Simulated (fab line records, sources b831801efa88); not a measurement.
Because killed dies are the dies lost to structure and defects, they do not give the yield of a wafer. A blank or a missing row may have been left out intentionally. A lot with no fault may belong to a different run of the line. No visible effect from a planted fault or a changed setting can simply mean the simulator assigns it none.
Chamber matching | flow sky130 | SKY_METAL3_ETCH_17 on rieDiel-02: 4 sister chambers
The step etches SiO2 in C4F8/O2/Ar, stops on TiN, time 3.9 s, target depth 15 nm. 16 wafers are shown with their chamber, then 8 later ones without.

WAFERS, EACH WITH ITS CHAMBER
wafer  | chamber | chamberPressureMTorr (mTorr) | oesProductAu (a.u.)
L075.2 | 0       | 39.97                        | 0.755
L075.3 | 1       | 40.05                        | 0.757
L075.6 | 0       | 39.96                        | 0.759
L077.1 | 1       | 40.03                        | 0.746
L077.3 | 0       | 39.99                        | 0.749
L077.4 | 1       | 39.99                        | 0.761
L078.1 | 0       | 39.98                        | 0.757
L078.2 | 2       | 40.00                        | 0.748
L078.6 | 0       | 39.99                        | 0.759
L080.1 | 0       | 40.01                        | 0.755
L080.3 | 1       | 40.03                        | 0.758
L080.6 | 0       | 40.01                        | 0.772
L087.1 | 2       | 40.06                        | 0.758
L087.3 | 3       | 40.00                        | 0.752
L087.5 | 1       | 39.97                        | 0.772
L088.3 | 1       | 40.07                        | 0.758

SIGNATURES, as means of the wafers listed above
reading              | chamber 0 | chamber 1 | chamber 2 | chamber 3 | scatter within a chamber
chamberPressureMTorr | 39.9871   | 40.0233   | 40.0300   | 40.0000   | 0.0301
oesProductAu         | 0.75800   | 0.75867   | 0.75300   | 0.75200   | 0.00761
Rule: distance of a wafer from a chamber = root of the sum over the readings of ((wafer's reading minus chamber's mean) / reading's scatter) squared. If the next closest chamber is less than 2 further off than the closest, the wafer can't be placed; otherwise it belongs to the closest. How the scatter is found: for the shown wafers, subtract from each reading the mean of its chamber, square and add these, divide the total by (wafers less chambers), then take the root.

WAFERS MISSING THEIR CHAMBER
wafer  | chamberPressureMTorr (mTorr) | oesProductAu (a.u.)
L088.4 | 39.97                        | 0.761
L088.6 | 40.02                        | 0.751
L093.1 | 39.94                        | 0.745
L093.5 | 40.04                        | 0.755
L093.6 | 40.01                        | 0.758
L095.1 | 40.00                        | 0.753
L095.3 | 40.00                        | 0.766
L095.4 | 39.92                        | 0.766

CHAMBER TAKEN BY EACH
wafer  | from the rows above               | in truth
L088.4 | can't be placed: 0 or 3 or 1 or 2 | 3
L088.6 | can't be placed: 2 or 3 or 1 or 0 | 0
L093.1 | can't be placed: 3 or 0 or 2 or 1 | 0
L093.5 | can't be placed: 2 or 1 or 3 or 0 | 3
L093.6 | can't be placed: 1 or 0 or 3 or 2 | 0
L095.1 | can't be placed: 3 or 0 or 2 or 1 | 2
L095.3 | can't be placed: 0 or 1 or 3 or 2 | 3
L095.4 | can't be placed: 0 or 3 or 1 or 2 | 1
Correctly placed: 0 of 8. Can't be placed from these rows: 8 (the true chamber is among the candidates in 8). Placed wrongly: 0.
